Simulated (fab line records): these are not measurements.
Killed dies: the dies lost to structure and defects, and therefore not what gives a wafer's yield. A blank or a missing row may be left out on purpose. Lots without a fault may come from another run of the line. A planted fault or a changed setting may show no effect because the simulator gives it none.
fab line records	flow gf180mcu
record lots=5	wafers=15	last-day=31
route steps=602 shown V3@433 M4@456
lots that met no fault: from a run of the same line without faults
start-h: start of the lot's first displayed wafer, in hours after the record's first day	wait-h: hours elapsed since this lot's preceding step	" identical to the entry in the row above	L1.1+2: one row covering several wafers at once	- no value, or no start was given	* or withheld: withheld	< > ~ a bound
route shown NAME@n: names a module that has steps shown in the file, with the first one's number in the route	usual: mean and standard deviation over wafers with no fault	same: alike in all rows	chamber/n: place in a boat	sites: readings site by site	_std_site: the standard deviation of these	_edge_site: mean of outer sites minus mean of inner sites	radius-mm: for every site, how far away it sits from the centre of the wafer	mask NAME#n: copy n	behind: the last tool/chamber to shape the wafer	hold: reason for holding the lot/hours on hold/outcome of the hold	device: whichever transistor did not switch (one of n, p or np)	end of line: tests run on the same wafers once the route is complete	for a step that has no rows: nothing shown but its recipe	killed: the dies lost at the first sort to structure and to defects; this is not the yield of the wafer	map: per-die view of a wafer (x killed, . not killed, _ where there is no die)
set.NAME: setting as actually run; set.NAME@STEP: the setting as run at that earlier step	model.NAME: the simulator's own value behind a step, which no gauge read
lots seen at some steps along the route; tables by step, rows by wafer
services: from which hour (start-h, from the record's first day; less than 0 if before it) a tool's chamber was out of use, for how many hours, and why
## steps
# step GF_V3_CMP_04
# recipe material=SiO2	down-force-psi=4	platen-rpm=60	pad-velocity-m-s=0.94248
# usual motor-current-A=11.7/1.4	time-to-endpoint-s=81/4.9
lot.wafer	tool	chamber	start-h	wait-h	motor-current-A	time-to-endpoint-s
L074.2	cmp-02	2	490.03	0.0	11.9	78
L074.3	"	1	"	"	10.9	83
L074.6	"	3	"	"	10.3	77
L076.1	cmp-02	2	501.22	0.1	12.1	78
L076.4	"	3	"	"	10.3	75
L076.6	"	3	"	"	10.3	78
L077.3	cmp-02	1	519.49	0.2	11.6	85
L077.6	"	2	"	"	11.9	81
L077.5	"	3	"	"	10.0	82
L083.3	cmp-02	2	560.70	0.0	12.3	82
L083.4	"	3	"	"	10.5	90
L083.6	"	3	"	"	9.6	85
L085.4	cmp-02	3	581.24	0.0	10.2	90
L085.6	"	3	"	"	10.3	80
L085.5	"	0	"	"	13.8	80
# step GF_V3_BOW_MEAS_05
# recipe mode=bow
# usual V3_BOW=120/8.9
lot.wafer	tool	chamber	start-h	wait-h	V3_BOW[um]
L074.2	film-metro-02	-	490.35	0.3	136
L074.3	"	-	"	"	113
L074.6	"	-	"	"	131
L076.1	film-metro-02	-	501.52	0.2	117
L076.4	"	-	"	"	116
L076.6	"	-	"	"	109
L077.3	film-metro-03	-	519.68	0.1	127
L077.5	"	-	"	"	127
L077.6	"	-	"	"	125
L083.3	film-metro-03	-	561.04	0.3	120
L083.4	"	-	"	"	130
L083.6	"	-	"	"	132
L085.4	film-metro-02	-	581.60	0.3	112
L085.5	"	-	"	"	108
L085.6	"	-	"	"	121
# step GF_V3_DEHYDRATE_06
# recipe temp-c=200	time-s=60
lot.wafer	tool	chamber	start-h	wait-h
L074.2+3+6	litho-track-03	0	501.25	10.9
L076.1+4+6	litho-track-01	0	512.76	11.2
L077.3+5+6	litho-track-02	0	530.38	10.7
L083.3+4+6	litho-track-03	0	571.37	10.3
L085.4+5+6	litho-track-02	0	591.45	9.8
# step GF_V3_HMDS_07
# recipe prime-time-s=60	prime-temp-c=120
# same prime-time-s=60
lot.wafer	tool	chamber	start-h	wait-h
L074.2+3+6	litho-track-03	0	501.40	0.1
L076.1+4+6	litho-track-01	0	512.91	0.1
L077.3+5+6	litho-track-02	0	530.53	0.1
L083.3+4+6	litho-track-03	0	571.52	0.1
L085.4+5+6	litho-track-02	0	591.60	0.1
# step GF_V3_COAT_08
# recipe resist=BARC	temp-c=withheld	time-s=withheld	spin-rpm=withheld	resist-thk-nm=withheld
lot.wafer	tool	chamber	start-h	wait-h
L074.2+3+6	litho-track-03	0	501.55	0.1
L076.1+4+6	litho-track-01	0	513.06	0.1
L077.3+5+6	litho-track-02	0	530.68	0.1
L083.3+4+6	litho-track-03	0	571.67	0.1
L085.4+5+6	litho-track-02	0	591.75	0.1
# step GF_V3_COAT_09
# recipe resist=KrF	spin-rpm=withheld	resist-thk-nm=1000
lot.wafer	tool	chamber	start-h	wait-h
L074.2+3+6	litho-track-03	0	-	-
L076.1+4+6	litho-track-01	0	-	-
L077.3+5+6	litho-track-02	0	-	-
L083.3+4+6	litho-track-03	0	-	-
L085.4+5+6	litho-track-02	0	-	-
# step GF_V3_SOFTBAKE_10
# recipe temp-c=130	time-s=60	resist=KrF
lot.wafer	tool	chamber	start-h	wait-h
L074.2+3+6	litho-track-03	0	-	-
L076.1+4+6	litho-track-01	0	-	-
L077.3+5+6	litho-track-02	0	-	-
L083.3+4+6	litho-track-03	0	-	-
L085.4+5+6	litho-track-02	0	-	-
# step GF_V3_EXPOSE_11
# recipe mask-id=Via3	target-cd-nm=260	na=0.68	source-shape=conventional	sigma-outer=0.6	dose-mj=38
lot.wafer	tool	chamber	start-h	wait-h	mask
L074.2+3+6	krf-scanner-02	0	-	-	Via3#0
L076.1+4+6	krf-scanner-01	0	-	-	Via3#0
L077.3+5+6	krf-scanner-01	0	-	-	Via3#0
L083.3+4+6	krf-scanner-02	0	-	-	Via3#0
L085.4+5+6	krf-scanner-01	0	-	-	Via3#0
# step GF_V3_PEB_12
# recipe peb-temp-c=135	peb-time-s=87.53	resist=KrF
lot.wafer	tool	chamber	start-h	wait-h
L074.2+3+6	litho-track-02	0	-	-
L076.1+4+6	litho-track-03	0	-	-
L077.3+5+6	litho-track-02	0	-	-
L083.3+4+6	litho-track-02	0	-	-
L085.4+5+6	litho-track-02	0	-	-
# step GF_V3_DEVELOP_13
# recipe develop-time-s=60	resist=KrF	dev-temp-c=21
lot.wafer	tool	chamber	start-h	wait-h
L074.2+3+6	litho-track-02	0	513.61	0.2
L076.1+4+6	litho-track-03	0	525.02	0.2
L077.3+5+6	litho-track-02	0	541.78	0.1
L083.3+4+6	litho-track-02	0	582.43	0.1
L085.4+5+6	litho-track-02	0	602.70	0.1
# step GF_V3_CD_MEAS_14
# recipe target-cd-nm=260
# usual cd-nm=259.7/1.3
lot.wafer	tool	chamber	start-h	wait-h	cd-nm
L074.2	cd-sem-02	-	513.75	0.1	259.6
L074.3	"	-	"	"	259.3
L074.6	"	-	"	"	259.0
L076.1	cd-sem-01	-	525.17	0.1	257.5
L076.4	"	-	"	"	257.9
L076.6	"	-	"	"	257.4
L077.3	cd-sem-02	-	541.92	0.1	261.0
L077.5	"	-	"	"	261.5
L077.6	"	-	"	"	261.3
L083.3	cd-sem-01	-	582.57	0.1	259.7
L083.4	"	-	"	"	259.2
L083.6	"	-	"	"	258.7
L085.4	cd-sem-02	-	602.84	0.1	260.4
L085.5	"	-	"	"	260.4
L085.6	"	-	"	"	261.5
# step GF_V3_OVL_MEAS_15
# usual V3_OVL=-3/5
lot.wafer	tool	chamber	start-h	wait-h	V3_OVL[nm]
L074.2	overlay-01	-	513.86	0.1	-3
L074.3	"	-	"	"	-9
L074.6	"	-	"	"	-5
L076.1	overlay-02	-	525.29	0.1	1
L076.4	"	-	"	"	-9
L076.6	"	-	"	"	-5
L077.3	overlay-01	-	542.01	0.1	-4
L077.5	"	-	"	"	-3
L077.6	"	-	"	"	-3
L083.3	overlay-02	-	582.66	0.1	5
L083.4	"	-	"	"	-1
L083.6	"	-	"	"	-9
L085.4	overlay-01	-	602.92	0.1	-3
L085.5	"	-	"	"	-2
L085.6	"	-	"	"	-3
# step GF_V3_ETCH_16
# recipe chemistry=N2/H2	target-depth-a=withheld	overetch-a=withheld	time-s=withheld	target=BARC	ion-energy-ev=200	source-w=500	bias-w=100	pressure-mtorr=30	n2-flow-sccm=100	h2-flow-sccm=200
# usual drypump-motor-current-A=5.9/0.49	oes-product-au=0.854/0.0048	throttle-valve-pct=13.224/0.009
lot.wafer	tool	chamber	start-h	wait-h	drypump-motor-current-A	oes-product-au	throttle-valve-pct
L074.2	rie-diel-02	3	513.89	0.0	5.2	0.850	13.225
L074.3	"	1	"	"	6.5	0.848	13.231
L074.6	"	2	"	"	6.7	0.856	13.227
L076.1	rie-diel-04	3	525.33	0.0	5.8	0.855	13.226
L076.4	"	2	"	"	6.2	0.850	13.240
L076.6	"	3	"	"	5.8	0.853	13.231
L077.3	rie-diel-02	3	542.04	0.0	5.2	0.864	13.231
L077.5	"	1	"	"	6.5	0.847	13.226
L077.6	"	3	"	"	5.1	0.854	13.219
L083.3	rie-diel-04	0	582.69	0.0	5.4	0.854	13.221
L083.4	"	2	"	"	6.2	0.855	13.216
L083.6	"	2	"	"	6.2	0.862	13.205
L085.4	rie-diel-03	0	602.94	0.0	5.5	0.850	13.218
L085.5	"	1	"	"	5.9	0.855	13.215
L085.6	"	0	"	"	5.5	0.862	13.228
# step GF_V3_ETCH_17
# recipe chemistry=C4F8/O2/Ar	mask-material=KrF	target=SiO2	stop-on=TiN	source-w=1500	bias-w=1200	pressure-mtorr=40	c4f8-flow-sccm=withheld	O2_flow_sccm=6	Ar_flow_sccm=300	time-s=withheld	target-depth-a=6350
# usual oes-product-au=0.856/0.0045
lot.wafer	tool	chamber	start-h	wait-h	oes-product-au
L074.2	rie-diel-02	3	-	-	0.862
L074.3	"	1	"	"	0.850
L074.6	"	2	"	"	0.855
L076.1	rie-diel-04	3	-	-	0.861
L076.4	"	2	"	"	0.857
L076.6	"	3	"	"	0.850
L077.3	rie-diel-02	3	-	-	0.857
L077.5	"	1	"	"	0.851
L077.6	"	3	"	"	0.858
L083.3	rie-diel-04	0	-	-	0.854
L083.4	"	2	"	"	0.865
L083.6	"	2	"	"	0.855
L085.4	rie-diel-03	0	-	-	0.856
L085.5	"	1	"	"	0.847
L085.6	"	0	"	"	0.854
# step GF_V3_STRIP_18
# recipe chemistry=O2/N2	power-w=1400	pressure-mtorr=1500	platen-temp-c=250	o2-flow-sccm=3000	n2-flow-sccm=300	overash-fraction=0.5
# usual drypump-motor-current-A=5.88/0.18	heater-power-w=343/28	oes-product-au=0.594/0.0046
lot.wafer	tool	chamber	start-h	wait-h	drypump-motor-current-A	heater-power-w	oes-product-au	rf-hours-counter-h
L074.2	plasma-asher-04	0	514.02	-	6.09	333	0.602	40
L074.3	"	0	"	"	6.09	339	0.595	-
L074.6	"	1	"	"	6.05	340	0.584	-
L076.1	plasma-asher-04	1	525.46	-	6.08	339	0.600	41
L076.4	"	1	"	"	6.08	342	0.594	-
L076.6	"	1	"	"	6.07	337	0.592	-
L077.3	plasma-asher-03	1	542.20	-	5.66	363	0.588	-
L077.5	"	1	"	"	5.64	362	0.588	-
L077.6	"	0	"	"	5.66	369	0.605	-
L083.3	plasma-asher-01	0	582.85	-	5.79	349	0.594	-
L083.4	"	1	"	"	5.87	282	0.599	-
L083.6	"	0	"	"	5.77	359	0.589	-
L085.4	plasma-asher-03	0	603.10	-	5.69	373	0.597	-
L085.5	"	0	"	"	5.69	377	0.594	-
L085.6	"	1	"	"	5.65	369	0.600	-
# step GF_V3_STRIP_19
# recipe chemistry=post-etch-residue-remover	time-s=1200	temp-c=72.5
lot.wafer	tool	chamber	start-h	wait-h
L074.2+3+6	wet-bench-04	1	514.12	0.1
L076.1+4+6	wet-bench-02	0	525.56	0.1
L077.3+5+6	wet-bench-02	0	542.26	0.0
L083.3+4+6	wet-bench-02	3	582.91	0.0
L085.4+5+6	wet-bench-03	3	603.16	0.0
# step GF_V3_CLEAN_20
# recipe chemistry=DIW	dry=n2-spin
lot.wafer	tool	chamber	start-h	wait-h
L074.2+3+6	wet-bench-02	3	514.46	0.0
L076.1+4+6	wet-bench-03	2	525.93	0.0
L077.3+5+6	wet-bench-04	3	542.64	0.0
L083.3+4+6	wet-bench-03	2	583.26	0.0
L085.4+5+6	wet-bench-04	1	603.51	0.0
# step GF_V3_SPUTTER_21
# recipe material=Ti	target-thk-nm=15	chamber-pressure-pa=5	power-w=2500	substrate-temp-c=200	time-s=80.02
# usual throttle-valve-pct=29.4/0.78
lot.wafer	tool	chamber	start-h	wait-h	throttle-valve-pct
L074.2	pvd-sputter-02	-	514.56	0.0	29.9
L074.3	"	-	"	"	30.7
L074.6	"	-	"	"	30.6
L076.1	pvd-sputter-03	-	526.03	0.0	28.5
L076.4	"	-	"	"	29.3
L076.6	"	-	"	"	29.2
L077.3	pvd-sputter-03	-	542.73	0.0	28.7
L077.5	"	-	"	"	29.6
L077.6	"	-	"	"	28.4
L083.3	pvd-sputter-04	-	583.35	0.0	28.6
L083.4	"	-	"	"	28.4
L083.6	"	-	"	"	29.5
L085.4	pvd-sputter-02	-	603.60	0.0	29.4
L085.5	"	-	"	"	29.8
L085.6	"	-	"	"	30.6
# step GF_V3_SPUTTER_22
# recipe material=TiN	target-thk-nm=10	chamber-pressure-pa=5	power-w=4000	time-s=40
# usual throttle-valve-pct=29.4/0.73
lot.wafer	tool	chamber	start-h	wait-h	throttle-valve-pct
L074.2	pvd-sputter-02	-	514.62	0.0	29.3
L074.3	"	-	"	"	30.8
L074.6	"	-	"	"	30.4
L076.1	pvd-sputter-03	-	526.09	0.0	28.6
L076.4	"	-	"	"	29.0
L076.6	"	-	"	"	29.5
L077.3	pvd-sputter-03	-	542.79	0.0	28.3
L077.5	"	-	"	"	29.8
L077.6	"	-	"	"	28.8
L083.3	pvd-sputter-04	-	583.41	0.0	28.9
L083.4	"	-	"	"	28.8
L083.6	"	-	"	"	29.3
L085.4	pvd-sputter-02	-	603.66	0.0	29.5
L085.5	"	-	"	"	29.5
L085.6	"	-	"	"	30.8
# step GF_V3_CVD_23
# recipe material=W	target-thk-nm=350	time-s=104.9	temp-c=400	pressure-torr=40
# usual heater-power-w=813/110
lot.wafer	tool	chamber	start-h	wait-h	heater-power-w
L074.2	cvd-w-01	0	514.66	0.0	711
L074.3	"	0	"	"	705
L074.6	"	1	"	"	760
L076.1	cvd-w-02	1	526.13	0.0	1018
L076.4	"	1	"	"	1005
L076.6	"	0	"	"	797
L077.3	cvd-w-02	0	542.87	0.1	808
L077.5	"	0	"	"	840
L077.6	"	1	"	"	991
L083.3	cvd-w-01	0	583.49	0.1	710
L083.4	"	1	"	"	765
L083.6	"	1	"	"	752
L085.4	cvd-w-01	0	603.74	0.1	722
L085.5	"	1	"	"	755
L085.6	"	0	"	"	717
# step GF_V3_RS_MEAS_24
# recipe thk-meas-gauge=four-point-probe	reads=W_of_V3_CVD_23+TiN_of_V3_SPUTTER_22+Ti_of_V3_SPUTTER_21
# usual V3_W_RS=0.329/0.0056
lot.wafer	tool	chamber	start-h	wait-h	V3_W_RS[ohm/sq]
L074.2	film-metro-02	-	514.79	0.1	0.335
L074.3	"	-	"	"	0.337
L074.6	"	-	"	"	0.331
L076.1	film-metro-03	-	526.24	0.1	0.331
L076.4	"	-	"	"	0.330
L076.6	"	-	"	"	0.320
L077.3	film-metro-03	-	542.98	0.1	0.320
L077.5	"	-	"	"	0.320
L077.6	"	-	"	"	0.333
L083.3	film-metro-04	-	583.62	0.1	0.338
L083.4	"	-	"	"	0.337
L083.6	"	-	"	"	0.333
L085.4	film-metro-03	-	603.87	0.1	0.332
L085.5	"	-	"	"	0.327
L085.6	"	-	"	"	0.334
# step GF_V3_THK_MEAS_25
# recipe thk-meas-gauge=xrf	reads=W_of_V3_CVD_23
# usual V3_W_THK=350/6.6
lot.wafer	tool	chamber	start-h	wait-h	V3_W_THK[nm]
L074.2	film-metro-02	-	514.90	0.1	344
L074.3	"	-	"	"	341
L074.6	"	-	"	"	347
L076.1	film-metro-03	-	526.36	0.1	346
L076.4	"	-	"	"	348
L076.6	"	-	"	"	358
L077.3	film-metro-03	-	543.08	0.1	359
L077.5	"	-	"	"	359
L077.6	"	-	"	"	345
L083.3	film-metro-04	-	583.72	0.1	335
L083.4	"	-	"	"	335
L083.6	"	-	"	"	341
L085.4	film-metro-03	-	603.96	0.1	349
L085.5	"	-	"	"	352
L085.6	"	-	"	"	346
# step GF_V3_CMP_26
# recipe stop-on=SiO2	down-force-psi=3.5	platen-rpm=60	t-overpolish-s=15	target-thk-nm=0	pad-velocity-m-s=0.94248
# usual motor-current-A=10.7/1.3	overpolish-run-s=15.002/0.0093	time-to-endpoint-s=86/3.3
lot.wafer	tool	chamber	start-h	wait-h	motor-current-A	overpolish-run-s	time-to-endpoint-s
L074.2	cmp-01	3	514.95	0.0	9.2	14.997	80
L074.3	"	2	"	"	9.7	15.031	80
L074.6	"	0	"	"	10.9	15.011	81
L076.4	cmp-01	0	526.42	0.0	12.0	14.992	84
L076.1	"	2	"	"	9.5	15.008	86
L076.6	"	0	"	"	11.5	15.002	89
L077.3	cmp-01	3	543.27	0.2	8.6	14.999	85
L077.6	"	0	"	"	12.0	15.002	86
L077.5	"	1	"	"	11.7	15.001	87
L083.3	cmp-02	2	583.81	0.1	10.7	14.988	82
L083.4	"	0	"	"	12.0	15.001	87
L083.6	"	1	"	"	10.4	14.990	87
L085.4	cmp-01	1	604.14	0.2	12.3	15.008	85
L085.6	"	2	"	"	9.7	15.009	81
L085.5	"	3	"	"	8.8	14.992	83
# step GF_M4_SPUTTER_00
# recipe material=Ti	target-thk-nm=37.5	arriving-ion-energy-ev=80	substrate-temp-c=200	chamber-pressure-pa=2	power-w=4000	time-s=150
# usual throttle-valve-pct=29.4/0.86
lot.wafer	tool	chamber	start-h	wait-h	throttle-valve-pct
L074.2	pvd-sputter-04	-	515.25	0.2	28.6
L074.3	"	-	"	"	29.4
L074.6	"	-	"	"	28.6
L076.1	pvd-sputter-01	-	526.72	0.1	30.5
L076.4	"	-	"	"	28.8
L076.6	"	-	"	"	30.7
L077.3	pvd-sputter-01	-	543.42	0.1	30.4
L077.5	"	-	"	"	30.8
L077.6	"	-	"	"	28.6
L083.3	pvd-sputter-01	-	584.06	0.2	30.3
L083.4	"	-	"	"	28.5
L083.6	"	-	"	"	30.6
L085.4	pvd-sputter-01	-	604.29	0.1	31.0
L085.5	"	-	"	"	30.1
L085.6	"	-	"	"	30.5
# step GF_M4_SPUTTER_01
# recipe material=TiN	target-thk-nm=30	power-w=6500	time-s=25	chamber-pressure-pa=0.4
# usual throttle-valve-pct=29.4/0.88
lot.wafer	tool	chamber	start-h	wait-h	throttle-valve-pct
L074.2	pvd-sputter-04	-	515.35	0.1	28.6
L074.3	"	-	"	"	29.0
L074.6	"	-	"	"	28.5
L076.1	pvd-sputter-01	-	526.82	0.1	30.4
L076.4	"	-	"	"	28.5
L076.6	"	-	"	"	30.6
L077.3	pvd-sputter-01	-	543.52	0.1	30.6
L077.5	"	-	"	"	30.3
L077.6	"	-	"	"	29.0
L083.3	pvd-sputter-01	-	584.16	0.1	30.3
L083.4	"	-	"	"	28.7
L083.6	"	-	"	"	30.4
L085.4	pvd-sputter-01	-	604.39	0.1	30.7
L085.5	"	-	"	"	30.2
L085.6	"	-	"	"	30.5
# step GF_M4_SPUTTER_02
# recipe material=AlCu	target-thk-nm=450	power-w=10600	time-s=23.9	chamber-pressure-pa=0.4
# usual throttle-valve-pct=29.4/0.85
lot.wafer	tool	chamber	start-h	wait-h	throttle-valve-pct
L074.2	pvd-sputter-04	-	515.38	0.0	28.8
L074.3	"	-	"	"	29.3
L074.6	"	-	"	"	28.8
L076.1	pvd-sputter-01	-	526.85	0.0	30.5
L076.4	"	-	"	"	28.5
L076.6	"	-	"	"	30.9
L077.3	pvd-sputter-01	-	543.55	0.0	30.5
L077.5	"	-	"	"	30.4
L077.6	"	-	"	"	28.4
L083.3	pvd-sputter-01	-	584.19	0.0	30.1
L083.4	"	-	"	"	28.8
L083.6	"	-	"	"	30.8
L085.4	pvd-sputter-01	-	604.42	0.0	30.8
L085.5	"	-	"	"	29.9
L085.6	"	-	"	"	30.8
# step GF_M4_SPUTTER_03
# recipe material=Ti	target-thk-nm=10	substrate-temp-c=300	chamber-pressure-pa=0.3	power-w=3000	time-s=6.7
# usual throttle-valve-pct=29.4/0.86
lot.wafer	tool	chamber	start-h	wait-h	throttle-valve-pct
L074.2	pvd-sputter-04	-	515.41	0.0	28.8
L074.3	"	-	"	"	29.5
L074.6	"	-	"	"	28.6
L076.1	pvd-sputter-01	-	526.88	0.0	30.7
L076.4	"	-	"	"	28.7
L076.6	"	-	"	"	30.8
L077.3	pvd-sputter-01	-	543.58	0.0	30.6
L077.5	"	-	"	"	30.6
L077.6	"	-	"	"	28.6
L083.3	pvd-sputter-01	-	584.22	0.0	30.4
L083.4	"	-	"	"	29.0
L083.6	"	-	"	"	30.4
L085.4	pvd-sputter-01	-	604.45	0.0	30.8
L085.5	"	-	"	"	30.2
L085.6	"	-	"	"	30.6
# step GF_M4_SPUTTER_04
# recipe material=TiN	target-thk-nm=50	power-w=6500	time-s=41.7	chamber-pressure-pa=0.4
# usual throttle-valve-pct=29.4/0.86
lot.wafer	tool	chamber	start-h	wait-h	throttle-valve-pct
L074.2	pvd-sputter-04	-	515.43	0.0	28.4
L074.3	"	-	"	"	29.4
L074.6	"	-	"	"	28.4
L076.1	pvd-sputter-01	-	526.90	0.0	30.3
L076.4	"	-	"	"	28.9
L076.6	"	-	"	"	31.0
L077.3	pvd-sputter-01	-	543.60	0.0	30.3
L077.5	"	-	"	"	30.5
L077.6	"	-	"	"	28.5
L083.3	pvd-sputter-01	-	584.24	0.0	30.5
L083.4	"	-	"	"	28.4
L083.6	"	-	"	"	30.3
L085.4	pvd-sputter-01	-	604.47	0.0	30.7
L085.5	"	-	"	"	30.3
L085.6	"	-	"	"	30.4
## services
tool	chamber	start-h	hours	kind
rie-diel-02	0	475.15	7.0	repair
pvd-sputter-01	-	477.89	9.2	repair
plasma-asher-04	-	484.81	2.8	pm
krf-scanner-02	-	487.65	0.8	pm
cvd-w-02	-	499.74	6.9	pm
rie-diel-02	0	503.08	5.4	repair
pvd-sputter-02	-	514.90	1.1	repair
cmp-02	-	522.95	4.4	pm
rie-diel-02	-	530.83	0.3	repair
krf-scanner-02	-	534.02	1.3	repair
plasma-asher-04	-	537.96	15.9	pm
rie-diel-02	0	541.83	42.7	repair
pvd-sputter-02	-	546.38	8.1	repair
cmp-01	-	552.32	6.5	repair
rie-diel-04	2	564.63	12.7	repair
krf-scanner-01	-	565.04	1.0	pm
cmp-01	-	572.28	4.0	pm
cmp-01	-	579.63	6.1	pm
krf-scanner-01	-	582.83	1.3	pm
pvd-sputter-04	-	584.05	13.2	repair
cmp-01	-	587.63	2.6	repair
wet-bench-03	-	594.14	2.0	repair
krf-scanner-01	-	597.33	4.0	pm
wet-bench-02	-	603.35	2.6	repair
## key
fault none
